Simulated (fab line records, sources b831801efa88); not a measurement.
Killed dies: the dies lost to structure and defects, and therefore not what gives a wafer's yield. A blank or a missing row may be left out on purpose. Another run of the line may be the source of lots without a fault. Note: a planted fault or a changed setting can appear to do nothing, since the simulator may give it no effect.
A struck lot beside a sound one || flow sky130 || 19 out of 708 route steps
Sound: wafers L660.3, L660.5, L660.6. The struck wafers were L664.2, L664.3, L664.6. At the end, the cause is stated.
Order at every step that has rows: each side's tool, ch and its chambers, its first start. Under that, the readings that differ: sound wafers || struck wafers || difference of the means || sigmas: that difference in standard deviations of wafers without a fault.
alike: words and numbers the same on both sides, and readings whose means are apart by under 2 such deviations; not compared: readings that were withheld, readings missing a value for some wafer, numbers with overlapping values and no deviation given by the record, and bounds like >300 which may hide the same value.
A row with sigmas, a row that says differs or no value, or rows on one side alone: a step with any of these is where the two part. Numbers that don't overlap but have no deviation are shown without sigmas and don't part them. A reading that every wafer of one side lacks parts them only if that side has two wafers or more.

first, 1 step without rows for these wafers: SKY_LOCAL_INTERCONNECT_CLEAN_18 (cleans in O3/DIW).
SKY_CONTACT_CVD_00: deposits Si3N4, target thk 75 nm.
  sound on pecvd-03 ch 0,2, day 31 12:20; struck on pecvd-02 ch 0,1,2, day 33 07:44
  alike: heaterPowerW, susceptorTempC
SKY_CONTACT_THK_MEAS_01:
  sound: filmMetro-02 at day 31 12:23; struck: filmMetro-02 at day 33 07:47
  alike: CONTACT_CVD_00_THK
then, 1 step without rows for these wafers: SKY_CONTACT_HDPCVD_02 (deposits SiO2, target thk 565 nm, time 94.2 s).
SKY_CONTACT_THK_MEAS_03:
  sound: filmMetro-04 at day 31 12:31; struck: filmMetro-04 at day 33 07:55
  alike: CONTACT_HDPCVD_THK
SKY_CONTACT_CMP_04: polishes SiO2.
  sound on cmp-02 ch 0,1,3, day 31 12:43; struck on cmp-02 ch 0,1,3, day 33 08:01
{"reading": "timeToEndpointS (s)", "sound": "84 84 86", "struck": "79 73 78", "difference": -8, "sigmas": -2}
  alike: motorCurrentA
SKY_CONTACT_BOW_MEAS_05:
  sound: filmMetro-01 at day 31 12:54; struck: filmMetro-04 at day 33 08:17
  alike: CONTACT_BOW
then, 5 steps without rows for these wafers: SKY_CONTACT_DEHYDRATE_06 (time 60 s); SKY_CONTACT_HMDS_07 (prime time 60 s); SKY_CONTACT_COAT_08 (resist thk 60 nm); SKY_CONTACT_COAT_09 (resist thk 450 nm); SKY_CONTACT_SOFTBAKE_10 (time 90 s).
SKY_CONTACT_EXPOSE_11: exposes mask CTM1, target cd 170 nm.
  sound on krfScanner-01 ch 0, day 32 03:02; struck on krfScanner-01 ch 0, day 33 21:56
{"reading": "model.CONTACT.overlayXNm (nm)", "sound": "3.119 3.119 3.119", "struck": "66.61 66.61 66.61", "difference": "+63.49", "sigmas": ""}
  alike: mask
then, 2 steps without rows for these wafers: SKY_CONTACT_PEB_12; SKY_CONTACT_DEVELOP_13 (develop time 60 s).
SKY_CONTACT_CD_MEAS_14: target cd 170 nm.
  sound: cdSem-01 at day 32 17:11; struck: cdSem-01 at day 34 11:20
{"reading": "cdNm (nm)", "sound": "167.8 166.7 167.1", "struck": "171.6 170.8 169.1", "difference": "+3.3", "sigmas": "+2"}
SKY_CONTACT_OVL_MEAS_15:
  sound: overlay-02 at day 32 17:16; struck: overlay-02 at day 34 11:26
{"reading": "CONTACT_OVL (nm)", "sound": "6 -3 -5", "struck": "66 64 64", "difference": "+65", "sigmas": "+16"}
SKY_CONTACT_ETCH_16: etches BARC in N2/H2, stops on SiO2, time 45.9 s, target depth 60 nm.
  sound on rieDiel-03 ch 2,3, day 32 17:18; struck on rieDiel-04 ch 1,2, day 34 11:28
  alike: drypumpMotorCurrentA, oesProductAu, throttleValvePct
  not compared: rfHoursCounterH
-- the record jumps here: 14 days lie between the struck wafers' starts before and after (it left off in module CONTACT and takes up again in module PAD_OPEN, whose first step shown is number 708 of the route) --
SKY_PAD_OPEN_PROBE_99:
  sound: prober-01 at day 46 20:08; struck: prober-02 at day 48 02:31
{"reading": "killed_at_M0_to_M3", "sound": "37 39 38", "struck": "42 63 55", "difference": "+15", "sigmas": "+2"}
  alike: killed_at_M4_up, killedAtContacts, killedAtFrontEnd, killedAtOther, killedDies, killedOpen, killedShort
  not compared: model.etest.mconChain.rcOhm

== WHERE THEY PART ==
At SKY_CONTACT_CMP_04 first; at SKY_PAD_OPEN_PROBE_99 last (within this record only).

WHY: what had been put in by the simulator
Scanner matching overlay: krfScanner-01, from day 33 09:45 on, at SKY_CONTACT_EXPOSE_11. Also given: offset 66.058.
